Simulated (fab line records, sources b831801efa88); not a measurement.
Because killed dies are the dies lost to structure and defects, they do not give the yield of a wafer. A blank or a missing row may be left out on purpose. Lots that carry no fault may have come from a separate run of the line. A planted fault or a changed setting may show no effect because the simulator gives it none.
The same fault as seen by 2 desks ; flow sky130 ; only its own numbers are on each desk; what lay behind them is given at the end

== FOR THE TOOL OWNER'S DESK: implanter-02 ==
The tool's own readings at SKY_LDD_N_IMPLANT_15: means of the sampled wafers that have a number, for each lot that ran on this tool. Any lot whose mean is over 4 standard deviations away from the usual mean is out of limits and marked OUT; that distance is given in the brackets.
Columns: A = end-station-pressure-torr at SKY_LDD_N_IMPLANT_15, usual 5.01e-06 Torr; B = tilt-deg at SKY_LDD_N_IMPLANT_15, usual 29.991 degrees
lot;first seen here;A;B
L693;day 18 17:13;5.00e-06;30.016
L697;day 20 16:07;5.06e-06;-0.004 (-99 or more) OUT
L698;day 20 22:50;5.11e-06;-0.011 (-99 or more) OUT
L708;day 24 13:56;5.24e-06;29.976
L711;day 26 17:23;5.06e-06;29.979
This desk's finding: out of limits on L697, L698; first on L697, day 20 16:07 (tilt-deg at SKY_LDD_N_IMPLANT_15). L693, L708, L711: within limits.

== METROLOGY DESK ==
Means of the sampled wafers that have a number, per lot and without regard to the tool the lot ran on: this is what the gauges read. Any lot whose mean is over 4 standard deviations away from the usual mean is out of limits and marked OUT; that distance is given in the brackets.
Columns: A = POLY_GATE_OVL at SKY_POLY_GATE_OVL_MEAS_14, usual 3 nm; B = POLY_GATE_OXIDATION_THK at SKY_POLY_GATE_THK_MEAS_21, usual 3.98 nm; C = LDD_N_OVL at SKY_LDD_N_OVL_MEAS_07, usual 0.1 nm
lot;first seen here;A;B;C
L691;day 16 19:22;5;4.01;0.1
L692;day 17 02:19;1;3.90;0.6
L693;day 17 06:53;14;3.89;-2.2
L697;day 19 05:29;6;4.02;1.0
L698;day 19 12:47;-3;3.96;0.1
L704;day 21 16:47;-4;3.95;-0.2
L706;day 22 10:08;2;4.04;2.3
L707;day 23 04:59;2;3.91;-1.0
L708;day 23 05:20;6;4.04;0.5
L709;day 23 10:10;-1;3.88;-1.2
L710;day 24 14:53;9;4.06;-0.6
L713;day 25 07:26;6;4.07;-0.7
L712;day 25 09:02;8;4.01;0.9
L711;day 25 09:07;9;3.93;0.8
Finding of this desk: none of the 14 lots has anything out of limits.

== TAKEN TOGETHER ==
An alarm could have come from the tool owner's desk at day 20 16:07, on L697, L698.
The metrology desk saw nothing out of limits.
The metrology desk has L697, L698 on record, within its limits.
SKY_LDD_N_IMPLANT_15 was run on implanter-02 by each of the lots named.

== WHAT THE SIMULATOR PUT IN ==
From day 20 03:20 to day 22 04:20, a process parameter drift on implanter-02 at SKY_LDD_N_IMPLANT_15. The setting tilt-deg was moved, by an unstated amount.
Shown lots that were struck: L697, L698.
Hours from the fault's start to each desk's first reading out of limits: the tool owner's desk, 13.
